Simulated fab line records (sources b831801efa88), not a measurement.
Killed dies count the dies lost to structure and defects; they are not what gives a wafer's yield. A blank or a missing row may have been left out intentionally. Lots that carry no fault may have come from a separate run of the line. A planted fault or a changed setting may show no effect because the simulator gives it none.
Which tool was responsible? | flow sfq line | 13 lots with 39 wafers sampled at 4 steps, on a route of 325 steps

WHAT THE GAUGES READ, wafer by wafer
The record holds no reading of a measuring or inspecting step that can be judged against a usual standard deviation.

TOOL THAT RAN EACH LOT (tool first, then ch and the chambers of the sampled wafers, then the start)
lot  | SFQ_TRILAYER_M1_BARC_OPEN_METAL_ETCH_054 | SFQ_TRILAYER_I1_DEP_PECVD_045   | SFQ_TRILAYER_M2_ETCH_METAL_ETCH_060 | SFQ_TRILAYER_I2_CMP_CMP_064
L918 | rie metal-04 ch 0,1, day 23 15:53        | pecvd-03 ch 1,2, day 23 16:51   | rie metal-02 ch 0,1, day 30 21:48   | cmp-01 ch 1,2, day 31 06:11
L919 | rie metal-02 ch 0,1, day 24 02:10        | pecvd-01 ch 0,2, day 24 03:08   | rie metal-04 ch 0,1, day 31 05:07   | cmp-01 ch 1,2, day 31 11:41
L921 | rie metal-03 ch 0,1, day 25 05:46        | pecvd-03 ch 1,2, day 25 06:44   | rie metal-01 ch 0,1, day 32 05:07   | cmp-01 ch 2,3, day 32 07:12
L922 | rie metal-02 ch 0,1, day 25 13:05        | pecvd-04 ch 0,1,2, day 25 14:03 | rie metal-04 ch 0,1, day 32 12:27   | cmp-02 ch 0,1,2, day 32 15:44
L923 | rie metal-02 ch 0,1, day 26 04:41        | pecvd-01 ch 0,1,2, day 26 05:39 | rie metal-04 ch 0,1, day 33 02:51   | cmp-01 ch 0,1,2, day 33 09:31
L924 | rie metal-04 ch 1, day 26 09:29          | pecvd-01 ch 0,1,2, day 26 10:27 | rie metal-02 ch 0, day 33 11:15     | cmp-02 ch 0,1, day 33 21:14
L926 | rie metal-03 ch 0,1, day 27 03:37        | pecvd-04 ch 1,2, day 27 04:35   | rie metal-02 ch 0,1, day 33 23:15   | cmp-01 ch 1,2,3, day 34 15:53
L927 | rie metal-03 ch 0,1, day 27 10:49        | pecvd-01 ch 0,1, day 27 11:47   | rie metal-02 ch 0,1, day 34 09:58   | cmp-02 ch 0,1,2, day 35 01:14
L928 | rie metal-03 ch 0,1, day 27 22:49        | pecvd-03 ch 1,2, day 27 23:47   | rie metal-02 ch 0,1, day 34 21:58   | cmp-01 ch 0,2,3, day 35 15:23
L929 | rie metal-04 ch 0,1, day 28 06:01        | pecvd-01 ch 1,2, day 28 06:59   | rie metal-01 ch 0,1, day 35 08:46   | cmp-02 ch 1,2,3, day 36 02:05
L933 | rie metal-04 ch 0,1, day 30 12:08        | pecvd-04 ch 0,1,2, day 30 13:07 | rie metal-02 ch 0,1, day 37 07:10   | cmp-02 ch 1,2,3, day 38 01:35
L938 | rie metal-02 ch 0,1, day 33 01:37        | pecvd-03 ch 0,2, day 33 02:33   | rie metal-04 ch 0,1, day 39 21:11   | cmp-01 ch 1,2,3, day 40 18:59
L940 | rie metal-04 ch 0,1, day 33 12:23        | pecvd-03 ch 0,1, day 33 13:22   | rie metal-04 ch 0,1, day 40 00:44   | cmp-01 ch 0,3, day 40 22:34
- SFQ_TRILAYER_M1_BARC_OPEN_METAL_ETCH_054: etches BARC in O2, target depth 125 nm, time 41.7 s.
- SFQ_TRILAYER_I1_DEP_PECVD_045: deposits SiO2 from SiH4/N2O, time 111.11 s, target thk 500 nm.
- SFQ_TRILAYER_M2_ETCH_METAL_ETCH_060: etches Nb in Cl2/Ar, stops on SiO2, target depth 240 nm, time 120 s.
- SFQ_TRILAYER_I2_CMP_CMP_064: polishes SiO2.

WHAT THE TOOLS THEMSELVES READ (means of the sampled wafers that have a number; where no wafer has one, the mark that the record gives instead)
SFQ_TRILAYER_M1_BARC_OPEN_METAL_ETCH_054. Usual: bias w 79.98 W, standard deviation 0.22; drypump motor current A 5.5 A, standard deviation 0.3; oes product au 0.686 a.u., standard deviation 0.0045.
lot  | tool         | bias w (W) | drypump motor current A (A) | oes product au (a.u.) | flag
L918 | rie metal-04 | 80.03      | 5.4                         | 0.686                 |
L919 | rie metal-02 | 79.98      | 5.7                         | 0.684                 |
L921 | rie metal-03 | 80.07      | 5.5                         | 0.687                 |
L922 | rie metal-02 | 79.90      | 5.7                         | 0.688                 |
L923 | rie metal-02 | 79.71      | 5.7                         | 0.685                 |
L924 | rie metal-04 | 80.11      | 5.2                         | 0.685                 |
L926 | rie metal-03 | 79.91      | 5.5                         | 0.685                 |
L927 | rie metal-03 | 80.15      | 5.5                         | 0.689                 |
L928 | rie metal-03 | 80.06      | 5.2                         | 0.687                 |
L929 | rie metal-04 | 80.14      | 5.3                         | 0.684                 |
L933 | rie metal-04 | 80.27      | 5.3                         | 0.684                 |
L938 | rie metal-02 | 79.89      | 5.7                         | 0.681                 |
L940 | rie metal-04 | 80.08      | 5.3                         | 0.689                 |

SFQ_TRILAYER_I1_DEP_PECVD_045. Usual: heater power w 90 W, standard deviation 19; throttle valve pct 24.0 %, standard deviation 1.
lot  | tool     | heater power w (W) | throttle valve pct (%) | flag
L918 | pecvd-03 | 76                 | 23.3                   |
L919 | pecvd-01 | 79                 | 25.3                   |
L921 | pecvd-03 | 72                 | 24.4                   |
L922 | pecvd-04 | 106                | 24.2                   |
L923 | pecvd-01 | 86                 | 23.1                   |
L924 | pecvd-01 | 88                 | 23.1                   |
L926 | pecvd-04 | 103                | 24.3                   |
L927 | pecvd-01 | 97                 | 23.5                   |
L928 | pecvd-03 | 75                 | 24.7                   |
L929 | pecvd-01 | 100                | 23.9                   |
L933 | pecvd-04 | 103                | 24.7                   |
L938 | pecvd-03 | 96                 | 23.6                   |
L940 | pecvd-03 | 97                 | 24.8                   |

SFQ_TRILAYER_M2_ETCH_METAL_ETCH_060. Usual: bias w 79.98 W, standard deviation 0.23; drypump motor current A 5.63 A, standard deviation 0.28; oes product au 0.896 a.u., standard deviation 0.0079.
lot  | tool         | bias w (W) | drypump motor current A (A) | oes product au (a.u.) | flag
L918 | rie metal-02 | 80.16      | 5.81                        | 0.895                 |
L919 | rie metal-04 | 79.86      | 5.39                        | 0.891                 |
L921 | rie metal-01 | 79.91      | 5.59                        | 0.897                 |
L922 | rie metal-04 | 80.04      | 5.42                        | 0.889                 |
L923 | rie metal-04 | 79.83      | 5.42                        | 0.893                 |
L924 | rie metal-02 | 79.85      | 5.65                        | 0.904                 |
L926 | rie metal-02 | 80.13      | 5.81                        | 0.898                 |
L927 | rie metal-02 | 80.08      | 5.81                        | 0.900                 |
L928 | rie metal-02 | 79.89      | 5.73                        | 0.895                 |
L929 | rie metal-01 | 80.17      | 5.82                        | 0.895                 |
L933 | rie metal-02 | 80.30      | 5.80                        | 0.891                 |
L938 | rie metal-04 | 80.10      | 5.39                        | 0.894                 |
L940 | rie metal-04 | 79.94      | 5.29                        | 0.883                 |

SFQ_TRILAYER_I2_CMP_CMP_064. Usual: head pressure psi 3.001 psi, standard deviation 0.0065; motor current A 9.4 A, standard deviation 0.83; time to endpoint s 214 s, standard deviation 9.4.
lot  | tool   | head pressure psi (psi) | motor current A (A) | time to endpoint s (s) | flag
L918 | cmp-01 | 3.002                   | 9.3                 | 209                    |
L919 | cmp-01 | 3.003                   | 8.9                 | 198                    |
L921 | cmp-01 | 2.994                   | 10.0                | 217                    |
L922 | cmp-02 | 3.004                   | 9.0                 | 212                    |
L923 | cmp-01 | 3.001                   | 9.0                 | 214                    |
L924 | cmp-02 | 2.998                   | 9.4                 | 224                    |
L926 | cmp-01 | 2.999                   | 9.5                 | 217                    |
L927 | cmp-02 | 2.999                   | 8.9                 | 210                    |
L928 | cmp-01 | 3.001                   | 10.2                | 223                    |
L929 | cmp-02 | 2.994                   | 9.3                 | 213                    |
L933 | cmp-02 | 2.854                   | 9.0                 | 237                    | OFF
L938 | cmp-01 | 3.001                   | 9.4                 | 220                    |
L940 | cmp-01 | 2.998                   | 10.2                | 224                    |

THE ANSWER, worked out from the rows above alone
Rule: take the mean of a lot's wafers that have a number; if it is more than 3 standard deviations from the usual mean, the lot is off. A lot without any number at a reading at which 4 lots or more have one is off too. Any other lot the step has rows for is counted as sound. After the gauges, taken in route order, come the tools' own readings; for these a lot's mean is taken, as printed above. The first step at which some lot is off is used, and at that step the reading that is off furthest; a lot without a number counts as furthest.
Off: L933, at SFQ_TRILAYER_I2_CMP_CMP_064 (head pressure psi).
A tool fits if, at that step or a process step before it, it ran every lot that is off, and no sound lot after the first of them. Can't be told from this: 3 tools fit, pecvd-04 at SFQ_TRILAYER_I1_DEP_PECVD_045, rie metal-02 at SFQ_TRILAYER_M2_ETCH_METAL_ETCH_060, cmp-02 at SFQ_TRILAYER_I2_CMP_CMP_064.

WHAT HAD BEEN PUT IN BY THE SIMULATOR
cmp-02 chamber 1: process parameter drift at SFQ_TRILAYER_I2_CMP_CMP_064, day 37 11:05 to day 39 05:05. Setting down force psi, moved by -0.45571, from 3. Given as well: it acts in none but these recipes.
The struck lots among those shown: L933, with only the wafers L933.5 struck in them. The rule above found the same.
